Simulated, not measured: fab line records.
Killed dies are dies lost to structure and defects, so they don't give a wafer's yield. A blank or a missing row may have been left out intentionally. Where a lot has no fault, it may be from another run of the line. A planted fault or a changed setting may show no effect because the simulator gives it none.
fab line records + flow sky130
record:
- lots: 14
- wafers: 42
- last-day: 50
route steps=708 shown SONOS_ONO@183 GATE_OXIDE@189 LDD_P@259
lots that met no fault: from a run of the same line without faults
start-h: start of the lot's first displayed wafer, in hours after the record's first day + wait-h: hours since the lot's step before + " unchanged from the row above + L1.1+2: one row covering several wafers at once + - value missing, or start not given + * or withheld: withheld + < > ~ a bound
route shown NAME@n: NAME is a module with steps in the file, n the number in the route of the first one + usual: mean and standard deviation over wafers with no fault + same: alike in all rows + chamber/n: place in a boat + sites: each site's reading + _std_site: the standard deviation of these + _edge_site: the outer-site mean with the inner-site mean subtracted + radius-mm: how far each site lies from the wafer's centre + mask NAME#n: copy n + behind: the most recent tool/chamber to have shaped the wafer + hold: the reason the lot was held/the length of the hold in hours/how it ended + device: names the non-switching transistor (n, p or np) + end of line: at the end of the route, the tests of the same wafers + for a step that has no rows: nothing shown but its recipe + killed: dies that structure and defects cost at the first sort, which is not the same as the wafer's yield + map: dies across one wafer; x = killed, . = not, _ = none there
set.NAME: the setting that was run; set.NAME@STEP: the one run at that earlier step + model.NAME: the simulator's own value behind a step, which no gauge read
one table for each step of the route and one row for each wafer, over a sample of lots
services: when a tool's chamber went out of use (start-h, in hours from the record's first day, below 0 if earlier), for how many hours, and the reason
== steps ==
step: SKY_SONOS_ONO_ETCH_15
recipe:
- target-depth-nm: 19.52
- chemistry: CHF3/O2
- source-w: 600
- bias-w: 200
- pressure-mtorr: 40
- chf3-flow-sccm: 50
- O2_flow_sccm: 5
- time-s: 7.8
usual:
- drypump-motor-current-A: 5.8/0.42
- oes-product-au: 1.003/0.0089
- throttle-valve-pct: 8.827/0.0092
| lot.wafer | tool        | chamber | start-h | wait-h | drypump-motor-current-A | oes-product-au | rf-hours-counter-h | throttle-valve-pct |
|-----------|-------------|---------|---------|--------|-------------------------|----------------|--------------------|--------------------|
| L113.1    | rie-diel-01 | 3       | 287.87  | 0.0    | 4.9                     | 0.994          | 92                 | 8.828              |
| L113.2    | "           | 0       | "       | "      | 5.6                     | 1.011          | 14                 | 8.823              |
| L113.5    | "           | 2       | "       | "      | 5.6                     | 0.990          | -                  | 8.826              |
| L115.1    | rie-diel-01 | 0       | 297.23  | 0.0    | 5.6                     | 1.009          | 14                 | 8.823              |
| L115.2    | "           | 3       | "       | "      | 5.0                     | 1.003          | 92                 | 8.824              |
| L115.6    | "           | 0       | "       | "      | 5.7                     | 1.017          | -                  | 8.837              |
| L116.1    | rie-diel-01 | 2       | 301.37  | 0.0    | 5.5                     | 1.001          | 69                 | 8.830              |
| L116.2    | "           | 1       | "       | "      | 6.3                     | 1.012          | 114                | 8.815              |
| L116.3    | "           | 3       | "       | "      | 5.0                     | 1.000          | 92                 | 8.828              |
| L117.2    | rie-diel-03 | 0       | 306.49  | 0.0    | 6.4                     | 1.005          | 9                  | 8.824              |
| L117.4    | "           | 1       | "       | "      | 6.0                     | 1.015          | 9                  | 8.837              |
| L117.5    | "           | 0       | "       | "      | 6.4                     | 1.001          | -                  | 8.813              |
| L121.3    | rie-diel-02 | 1       | 349.87  | 0.0    | 6.1                     | 0.986          | 90                 | 8.821              |
| L121.4    | "           | 2       | "       | "      | 5.8                     | 0.988          | 8                  | 8.824              |
| L121.6    | "           | 0       | "       | "      | 6.0                     | 0.996          | -                  | 8.832              |
| L122.1    | rie-diel-01 | 3       | 358.82  | 0.0    | 4.9                     | 0.994          | 93                 | 8.809              |
| L122.2    | "           | 1       | "       | "      | 6.3                     | 1.006          | 115                | 8.836              |
| L122.6    | "           | 1       | "       | "      | 6.3                     | 1.010          | -                  | 8.814              |
| L128.1    | rie-diel-01 | 0       | 406.66  | 0.0    | 5.6                     | 1.022          | 15                 | 8.818              |
| L128.4    | "           | 1       | "       | "      | 6.3                     | 1.003          | 0                  | 8.825              |
| L128.6    | "           | 2       | "       | "      | 5.6                     | 1.007          | -                  | 8.836              |
| L129.3    | rie-diel-03 | 0       | 413.42  | 0.0    | 6.4                     | 1.001          | 11                 | 8.821              |
| L129.4    | "           | 2       | "       | "      | 5.9                     | 0.998          | 68                 | 8.841              |
| L129.5    | "           | 1       | "       | "      | 6.0                     | 1.002          | -                  | 8.826              |
| L130.4    | rie-diel-02 | 2       | 414.02  | 0.0    | 5.8                     | 0.992          | 9                  | 8.821              |
| L130.5    | "           | 3       | "       | "      | 5.5                     | 0.986          | -                  | 8.818              |
| L130.6    | "           | 2       | "       | "      | 5.8                     | 1.000          | -                  | 8.811              |
| L131.3    | rie-diel-03 | 3       | 421.12  | 0.0    | 5.9                     | 1.015          | 68                 | 8.825              |
| L131.4    | "           | 2       | "       | "      | 6.0                     | 1.011          | 68                 | 8.815              |
| L131.6    | "           | 0       | "       | "      | 6.4                     | 1.014          | -                  | 8.818              |
| L132.1    | rie-diel-02 | 3       | 431.32  | 0.0    | 5.4                     | 0.985          | 31                 | 8.839              |
| L132.4    | "           | 0       | "       | "      | 6.0                     | 1.002          | 60                 | 8.834              |
| L132.5    | "           | 0       | "       | "      | 6.0                     | 0.998          | -                  | 8.838              |
| L133.3    | rie-diel-03 | 2       | 441.52  | 0.0    | 6.0                     | 1.015          | 68                 | 8.840              |
| L133.5    | "           | 3       | "       | "      | 5.9                     | 1.021          | -                  | 8.819              |
| L133.6    | "           | 2       | "       | "      | 6.0                     | 1.009          | -                  | 8.816              |
| L134.3    | rie-diel-03 | 1       | 444.07  | 0.0    | 6.0                     | 1.011          | 11                 | 8.834              |
| L134.4    | "           | 3       | "       | "      | 5.9                     | 1.019          | 68                 | 8.824              |
| L134.5    | "           | 2       | "       | "      | 6.0                     | 1.012          | -                  | 8.839              |
| L136.1    | rie-diel-03 | 0       | 463.47  | 0.0    | 6.4                     | 0.999          | 13                 | 8.832              |
| L136.2    | "           | 3       | "       | "      | 5.9                     | 1.007          | 68                 | 8.823              |
| L136.3    | "           | 1       | "       | "      | 6.0                     | 0.999          | 12                 | 8.833              |
step: SKY_SONOS_ONO_STRIP_17
recipe:
- chemistry: O2/N2
- power-w: 1400
- pressure-mtorr: 1500
- platen-temp-c: withheld
- o2-flow-sccm: 3000
- n2-flow-sccm: 300
- overash-fraction: 0.5
usual:
- drypump-motor-current-A: 6.02/0.23
- oes-product-au: 0.710/0.0045
- strip-time-to-endpoint-s: 14.09/0.037
same:
- overash-fraction: 0.5
| lot.wafer | tool            | chamber | start-h | wait-h | drypump-motor-current-A | oes-product-au | rf-hours-counter-h | strip-time-to-endpoint-s |
|-----------|-----------------|---------|---------|--------|-------------------------|----------------|--------------------|--------------------------|
| L113.1    | plasma-asher-04 | 0       | 287.99  | 0.0    | 6.09                    | 0.717          | 48                 | 14.10                    |
| L113.2    | "               | 1       | "       | "      | 6.00                    | 0.707          | 48                 | 14.04                    |
| L113.5    | "               | 0       | "       | "      | 6.08                    | 0.714          | -                  | 14.06                    |
| L115.1    | plasma-asher-02 | 1       | 297.33  | 0.0    | 5.53                    | 0.710          | 60                 | 14.10                    |
| L115.2    | "               | 0       | "       | "      | 6.37                    | 0.701          | 60                 | 14.14                    |
| L115.6    | "               | 0       | "       | "      | 6.38                    | 0.704          | -                  | 14.09                    |
| L116.1    | plasma-asher-03 | 1       | 301.48  | 0.0    | 5.93                    | 0.708          | 15                 | 14.05                    |
| L116.2    | "               | 0       | "       | "      | 6.12                    | 0.709          | 15                 | 14.04                    |
| L116.3    | "               | 0       | "       | "      | 6.15                    | 0.707          | -                  | 14.03                    |
| L117.2    | plasma-asher-04 | 1       | 306.60  | 0.0    | 5.98                    | 0.713          | 50                 | 14.14                    |
| L117.4    | "               | 0       | "       | "      | 6.06                    | 0.716          | -                  | 14.09                    |
| L117.5    | "               | 1       | "       | "      | 6.00                    | 0.703          | -                  | 14.09                    |
| L121.3    | plasma-asher-04 | 1       | 350.01  | 0.0    | 6.01                    | 0.701          | -                  | 14.14                    |
| L121.4    | "               | 0       | "       | "      | 6.04                    | 0.702          | -                  | 14.09                    |
| L121.6    | "               | 1       | "       | "      | 5.98                    | 0.714          | -                  | 14.10                    |
| L122.1    | plasma-asher-03 | 0       | 358.93  | 0.0    | 6.13                    | 0.714          | 20                 | 14.14                    |
| L122.2    | "               | 1       | "       | "      | 5.94                    | 0.718          | 20                 | 14.08                    |
| L122.6    | "               | 0       | "       | "      | 6.12                    | 0.703          | -                  | 14.08                    |
| L128.1    | plasma-asher-02 | 0       | 406.77  | 0.0    | 6.37                    | 0.705          | 71                 | 14.10                    |
| L128.4    | "               | 0       | "       | "      | 6.38                    | 0.706          | -                  | 14.10                    |
| L128.6    | "               | 1       | "       | "      | 5.53                    | 0.714          | -                  | 14.10                    |
| L129.3    | plasma-asher-03 | 1       | 413.56  | 0.0    | 5.93                    | 0.715          | -                  | 14.03                    |
| L129.4    | "               | 0       | "       | "      | 6.16                    | 0.710          | -                  | 14.09                    |
| L129.5    | "               | 0       | "       | "      | 6.16                    | 0.710          | -                  | 14.05                    |
| L130.4    | plasma-asher-04 | 0       | 414.16  | 0.0    | 6.05                    | 0.714          | -                  | 14.14                    |
| L130.5    | "               | 1       | "       | "      | 6.02                    | 0.705          | -                  | 14.17                    |
| L130.6    | "               | 0       | "       | "      | 6.09                    | 0.700          | -                  | 14.15                    |
| L131.3    | plasma-asher-03 | 0       | 421.26  | 0.0    | 6.16                    | 0.712          | -                  | 14.10                    |
| L131.4    | "               | 1       | "       | "      | 5.92                    | 0.711          | -                  | 14.03                    |
| L131.6    | "               | 0       | "       | "      | 6.17                    | 0.712          | -                  | 14.13                    |
| L132.1    | plasma-asher-04 | 1       | 431.42  | 0.0    | 6.00                    | 0.713          | 61                 | 14.11                    |
| L132.4    | "               | 1       | "       | "      | 6.01                    | 0.707          | -                  | 14.11                    |
| L132.5    | "               | 1       | "       | "      | 6.00                    | 0.703          | -                  | 14.09                    |
| L133.3    | plasma-asher-02 | 0       | 441.66  | 0.0    | 6.37                    | 0.707          | -                  | 14.06                    |
| L133.5    | "               | 0       | "       | "      | 6.38                    | 0.722          | -                  | 14.08                    |
| L133.6    | "               | 1       | "       | "      | 5.53                    | 0.711          | -                  | 14.09                    |
| L134.3    | plasma-asher-04 | 1       | 444.21  | 0.0    | 5.97                    | 0.706          | -                  | 14.02                    |
| L134.4    | "               | 0       | "       | "      | 6.05                    | 0.711          | -                  | 14.06                    |
| L134.5    | "               | 1       | "       | "      | 5.99                    | 0.714          | -                  | 14.06                    |
| L136.1    | plasma-asher-03 | 0       | 463.60  | 0.0    | 6.16                    | 0.710          | 32                 | 14.05                    |
| L136.2    | "               | 1       | "       | "      | 6.00                    | 0.714          | 32                 | 14.07                    |
| L136.3    | "               | 0       | "       | "      | 6.13                    | 0.712          | -                  | 14.09                    |
step: SKY_GATE_OXIDE_THK_MEAS_02
recipe:
- reads: SiO2_of_GATE_OXIDE_OXIDATION_01
usual:
- GATE_OXIDE_OXIDATION_00_THK: 10.93/0.15
| lot.wafer | tool          | chamber | start-h | wait-h | GATE_OXIDE_OXIDATION_00_THK[nm] |
|-----------|---------------|---------|---------|--------|---------------------------------|
| L113.1    | film-metro-03 | -       | 293.21  | 0.0    | 10.90                           |
| L113.2    | "             | -       | "       | "      | 10.87                           |
| L113.5    | "             | -       | "       | "      | 10.78                           |
| L115.1    | film-metro-01 | -       | 307.26  | 0.0    | 11.00                           |
| L115.2    | "             | -       | "       | "      | 10.94                           |
| L115.6    | "             | -       | "       | "      | 11.05                           |
| L116.1    | film-metro-03 | -       | 307.26  | 0.0    | 10.95                           |
| L116.2    | "             | -       | "       | "      | 11.03                           |
| L116.3    | "             | -       | "       | "      | 11.01                           |
| L117.2    | film-metro-03 | -       | 315.68  | 0.0    | 10.78                           |
| L117.4    | "             | -       | "       | "      | 10.91                           |
| L117.5    | "             | -       | "       | "      | 10.93                           |
| L121.3    | film-metro-03 | -       | 351.89  | 0.0    | 10.88                           |
| L121.4    | "             | -       | "       | "      | 10.80                           |
| L121.6    | "             | -       | "       | "      | 10.83                           |
| L122.1    | film-metro-03 | -       | 360.54  | 0.0    | 10.82                           |
| L122.2    | "             | -       | "       | "      | 10.93                           |
| L122.6    | "             | -       | "       | "      | 10.75                           |
| L128.1    | film-metro-03 | -       | 409.32  | 0.0    | 10.71                           |
| L128.4    | "             | -       | "       | "      | 10.69                           |
| L128.6    | "             | -       | "       | "      | 10.70                           |
| L129.3    | film-metro-01 | -       | 416.32  | 0.0    | 10.95                           |
| L129.4    | "             | -       | "       | "      | 10.85                           |
| L129.5    | "             | -       | "       | "      | 10.92                           |
| L130.4    | film-metro-02 | -       | 416.33  | 0.0    | 10.71                           |
| L130.5    | "             | -       | "       | "      | 10.69                           |
| L130.6    | "             | -       | "       | "      | 10.66                           |
| L131.3    | film-metro-02 | -       | 423.93  | 0.0    | 10.59                           |
| L131.4    | "             | -       | "       | "      | 10.83                           |
| L131.6    | "             | -       | "       | "      | 10.86                           |
| L132.1    | film-metro-01 | -       | 433.04  | 0.0    | 11.00                           |
| L132.4    | "             | -       | "       | "      | 11.18                           |
| L132.5    | "             | -       | "       | "      | 11.05                           |
| L133.3    | film-metro-03 | -       | 443.27  | 0.0    | 10.85                           |
| L133.5    | "             | -       | "       | "      | 10.86                           |
| L133.6    | "             | -       | "       | "      | 10.81                           |
| L134.3    | film-metro-03 | -       | 446.35  | 0.0    | 11.02                           |
| L134.4    | "             | -       | "       | "      | 10.78                           |
| L134.5    | "             | -       | "       | "      | 10.99                           |
| L136.1    | film-metro-03 | -       | 465.39  | 0.0    | 11.10                           |
| L136.2    | "             | -       | "       | "      | 11.11                           |
| L136.3    | "             | -       | "       | "      | 11.16                           |
step: SKY_LDD_P_EXPOSE_04
recipe:
- mask-id: PSDM
- na: 0.6
- source-shape: conventional
- sigma-outer: 0.6
- polarization: unpolarized
- target-cd-nm: 380
- dose-mj: 138
usual:
- exposure-dose-mJ-cm2: 138.00/0.15
- focus-offset-nm: 0.2/0.55
| lot.wafer | tool             | chamber | start-h | wait-h | mask   | exposure-dose-mJ-cm2 | focus-offset-nm |
|-----------|------------------|---------|---------|--------|--------|----------------------|-----------------|
| L113.1    | iline-stepper-01 | 0       | 429.73  | -      | PSDM#0 | 137.96               | 0.6             |
| L113.2    | "                | 0       | "       | "      | PSDM#0 | 137.95               | -0.5            |
| L113.5    | "                | 0       | "       | "      | PSDM#0 | 137.97               | 0.2             |
| L116.1    | iline-stepper-01 | 0       | 446.52  | -      | PSDM#0 | 137.86               | -0.1            |
| L116.2    | "                | 0       | "       | "      | PSDM#0 | 137.93               | 0.7             |
| L116.3    | "                | 0       | "       | "      | PSDM#0 | 138.21               | -0.2            |
| L115.1    | iline-stepper-02 | 0       | 449.73  | -      | PSDM#0 | 138.03               | 0.4             |
| L115.2    | "                | 0       | "       | "      | PSDM#0 | 137.89               | 0.2             |
| L115.6    | "                | 0       | "       | "      | PSDM#0 | 137.82               | -0.7            |
| L117.2    | iline-stepper-02 | 0       | 456.41  | -      | PSDM#0 | 138.23               | 0.1             |
| L117.4    | "                | 0       | "       | "      | PSDM#0 | 138.25               | 0.2             |
| L117.5    | "                | 0       | "       | "      | PSDM#0 | 138.03               | 0.4             |
| L121.3    | iline-stepper-02 | 0       | 494.58  | -      | PSDM#0 | 137.68               | 1.6             |
| L121.4    | "                | 0       | "       | "      | PSDM#0 | 137.94               | 0.3             |
| L121.6    | "                | 0       | "       | "      | PSDM#0 | 138.14               | 0.0             |
| L122.1    | iline-stepper-01 | 0       | 503.63  | -      | PSDM#0 | 137.60               | -0.4            |
| L122.2    | "                | 0       | "       | "      | PSDM#0 | 137.78               | 0.4             |
| L122.6    | "                | 0       | "       | "      | PSDM#0 | 137.85               | 0.3             |
| L128.1    | iline-stepper-01 | -       | 554.04  | -      | PSDM#0 | -                    | -               |
| L128.4    | "                | -       | "       | "      | PSDM#0 | -                    | -               |
| L128.6    | "                | -       | "       | "      | PSDM#0 | -                    | -               |
| L129.3    | iline-stepper-01 | -       | 561.47  | -      | PSDM#0 | -                    | -               |
| L129.4    | "                | -       | "       | "      | PSDM#0 | -                    | -               |
| L129.5    | "                | -       | "       | "      | PSDM#0 | -                    | -               |
| L130.4    | iline-stepper-01 | 0       | 562.22  | -      | PSDM#0 | 138.06               | -0.7            |
| L130.5    | "                | 0       | "       | "      | PSDM#0 | 138.22               | -0.6            |
| L130.6    | "                | 0       | "       | "      | PSDM#0 | 138.04               | 0.1             |
| L131.3    | iline-stepper-01 | 0       | 569.18  | -      | PSDM#0 | 137.98               | -0.6            |
| L131.4    | "                | 0       | "       | "      | PSDM#0 | 138.10               | 0.1             |
| L131.6    | "                | 0       | "       | "      | PSDM#0 | 137.91               | 0.0             |
| L132.1    | iline-stepper-02 | 0       | 577.16  | -      | PSDM#0 | 137.96               | 0.2             |
| L132.4    | "                | 0       | "       | "      | PSDM#0 | 138.10               | 0.1             |
| L132.5    | "                | 0       | "       | "      | PSDM#0 | 137.95               | 0.7             |
| L133.3    | iline-stepper-02 | 0       | 587.77  | -      | PSDM#0 | 137.86               | 1.1             |
| L133.5    | "                | 0       | "       | "      | PSDM#0 | 138.02               | 0.0             |
| L133.6    | "                | 0       | "       | "      | PSDM#0 | 138.06               | 0.0             |
| L134.3    | iline-stepper-01 | 0       | 591.57  | -      | PSDM#0 | 138.31               | -0.8            |
| L134.4    | "                | 0       | "       | "      | PSDM#0 | 138.01               | 0.0             |
| L134.5    | "                | 0       | "       | "      | PSDM#0 | 138.19               | 0.6             |
| L136.1    | iline-stepper-01 | 0       | 607.83  | -      | PSDM#0 | 138.25               | -0.6            |
| L136.2    | "                | 0       | "       | "      | PSDM#0 | 138.07               | 0.1             |
| L136.3    | "                | 0       | "       | "      | PSDM#0 | 138.16               | -0.1            |
== services ==
| tool             | chamber | start-h | hours | kind   |
|------------------|---------|---------|-------|--------|
| plasma-asher-03  | -       | 263.95  | 3.8   | repair |
| rie-diel-03      | 3       | 310.83  | 8.0   | repair |
| plasma-asher-03  | -       | 310.88  | 2.8   | pm     |
| plasma-asher-04  | -       | 314.19  | 2.8   | pm     |
| plasma-asher-03  | -       | 315.51  | 2.1   | repair |
| rie-diel-01      | -       | 319.94  | 0.2   | repair |
| iline-stepper-02 | -       | 333.91  | 11.0  | repair |
| plasma-asher-04  | -       | 363.16  | 14.6  | pm     |
| rie-diel-03      | 2       | 408.25  | 4.1   | repair |
| rie-diel-01      | 2       | 420.82  | 8.5   | repair |
| iline-stepper-02 | -       | 441.85  | 1.7   | pm     |
| rie-diel-03      | 1       | 452.84  | 7.8   | repair |
| iline-stepper-01 | -       | 453.19  | 1.7   | pm     |
| iline-stepper-01 | -       | 466.01  | 2.1   | pm     |
| rie-diel-01      | 0       | 470.30  | 1.6   | repair |
| iline-stepper-01 | -       | 478.36  | 8.7   | repair |
| iline-stepper-01 | -       | 492.63  | 10.3  | repair |
| plasma-asher-03  | -       | 503.02  | 2.1   | repair |
| plasma-asher-03  | -       | 504.32  | 9.4   | repair |
| rie-diel-01      | -       | 509.51  | 14.6  | pm     |
| rie-diel-03      | -       | 528.77  | 0.2   | repair |
| iline-stepper-01 | -       | 539.55  | 8.9   | pm     |
| plasma-asher-04  | -       | 579.72  | 8.7   | repair |
| rie-diel-03      | -       | 599.94  | 2.8   | pm     |
== key ==
first-sign:
- step: SKY_LDD_P_EXPOSE_04
- reading: tool-record
- direction: missing
effect none on later readings
met-at SKY_LDD_P_EXPOSE_04
struck-lots L128,L129
sort-left-out L128.1,L128.4,L128.6,L129.3,L129.4,L129.5
tester-left-out L128,L129
not-acting-at SKY_SONOS_ONO_ETCH_15,SKY_SONOS_ONO_STRIP_17,SKY_GATE_OXIDE_THK_MEAS_02
onset-between 503.63 554.04
fault:
- kind: skipped-step-whole
- tool: iline-stepper-01
- chamber: -
- onset-h: 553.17
- steps: SKY_LDD_P_EXPOSE_04
- scope: struck-lots-only
tester-left-out: of these lots the tester's yield and bins aren't shown, on N5 and GAA mostly nor the transistor test; their killed dies are dies lost to structure and defects alone, not to doping, threshold or leakage, so they don't give the yield
sort-left-out: the simulated sort isn't trusted on such a fault, so these wafers' sort isn't shown, and their yield isn't known
